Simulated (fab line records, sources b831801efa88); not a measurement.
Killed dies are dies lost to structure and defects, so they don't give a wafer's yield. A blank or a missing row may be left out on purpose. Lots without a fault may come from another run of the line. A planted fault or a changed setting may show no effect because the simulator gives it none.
Which tool did it? | flow sky130 | 12 lots, 36 wafers sampled, at 4 steps of a route of 708

WHAT THE GAUGES READ, wafer by wafer
SKY_CAPM_RS_MEAS_03: measures by four-point-probe.
lot  | measured     | on            | CAPM_TIN_RS (ohm/sq)
L075 | day 37 14:33 | film_metro-02 | 6.80 6.86 6.88
L077 | day 38 08:08 | film_metro-04 | 6.83 6.95 6.94
L079 | day 38 21:25 | film_metro-04 | 6.83 6.87 6.76
L081 | day 39 13:41 | film_metro-02 | 6.99 7.05 6.82
L083 | day 40 01:25 | film_metro-03 | 6.93 7.00 6.95
L085 | day 40 19:55 | film_metro-02 | 7.08 6.86 7.00
L087 | day 41 09:58 | film_metro-04 | 6.94 6.98 6.95
L089 | day 41 20:08 | film_metro-03 | 6.92 7.05 6.95
L091 | day 42 08:17 | film_metro-02 | 7.00 6.89 6.92
L093 | day 42 22:41 | film_metro-03 | 7.02 6.84 7.09
L095 | day 43 07:55 | film_metro-04 | 6.99 6.78 6.77
L097 | day 44 00:52 | film_metro-02 | 6.81 6.90 6.84

WHICH TOOL RAN EACH LOT (tool, then ch and the chambers of the sampled wafers, then the start)
lot  | SKY_VIA2_STRIP_16                    | SKY_METAL3_SPUTTER_01        | SKY_CAPM_CVD_00
L075 | plasma_asher-04 ch 0,1, day 37 12:55 | pvd_sputter-03, day 37 14:11 | pecvd-03 ch 0,2, day 37 14:19
L077 | plasma_asher-01 ch 0,1, day 38 06:22 | pvd_sputter-04, day 38 07:47 | pecvd-03 ch 0,1,2, day 38 07:55
L079 | plasma_asher-01 ch 0,1, day 38 19:38 | pvd_sputter-04, day 38 21:06 | pecvd-04 ch 0,2, day 38 21:14
L081 | plasma_asher-01 ch 0,1, day 39 12:02 | pvd_sputter-03, day 39 13:22 | pecvd-01 ch 0,1,2, day 39 13:29
L083 | plasma_asher-01 ch 0,1, day 39 23:46 | pvd_sputter-03, day 40 01:05 | pecvd-04 ch 0,1, day 40 01:13
L085 | plasma_asher-03 ch 0,1, day 40 18:00 | pvd_sputter-03, day 40 19:35 | pecvd-01 ch 1,2, day 40 19:44
L087 | plasma_asher-04 ch 0,1, day 41 08:20 | pvd_sputter-03, day 41 09:38 | pecvd-01 ch 0,1,2, day 41 09:46
L089 | plasma_asher-01 ch 0,1, day 41 18:28 | pvd_sputter-02, day 41 19:46 | pecvd-04 ch 2, day 41 19:55
L091 | plasma_asher-04 ch 0,1, day 42 06:40 | pvd_sputter-04, day 42 07:57 | pecvd-04 ch 0,1, day 42 08:05
L093 | plasma_asher-01 ch 0,1, day 42 21:03 | pvd_sputter-04, day 42 22:20 | pecvd-01 ch 1,2, day 42 22:28
L095 | plasma_asher-04 ch 1, day 43 06:18   | pvd_sputter-02, day 43 07:36 | pecvd-03 ch 0,1, day 43 07:44
L097 | plasma_asher-01 ch 0,1, day 43 23:11 | pvd_sputter-04, day 44 00:31 | pecvd-04 ch 0,2, day 44 00:39
- SKY_VIA2_STRIP_16: strips in O2/N2.
- SKY_METAL3_SPUTTER_01: material TiN, target thk 20 nm, time 16.7 s.
- SKY_CAPM_CVD_00: deposits SiO2, target thk 15.5 nm.

THE ANSWER, worked out from the rows above alone
Rule: what is usual is taken from the lots themselves. Put in order of their means at a reading, lots are off if they are a third of the lots or fewer, leave a main group of 4 or more, and stand apart from it by a gap of 3 or more times the standard deviation of the main group's means; of several such gaps the widest counts. A main group whose means are all the same, to the digits that the tables above print for the reading, isn't used. A lot without any number at a reading at which 4 lots or more have one is off too. The other lots that the step has rows for count as sound.
No lot is off at any reading shown: from this, nothing can be told.

WHAT THE SIMULATOR HAD PUT IN
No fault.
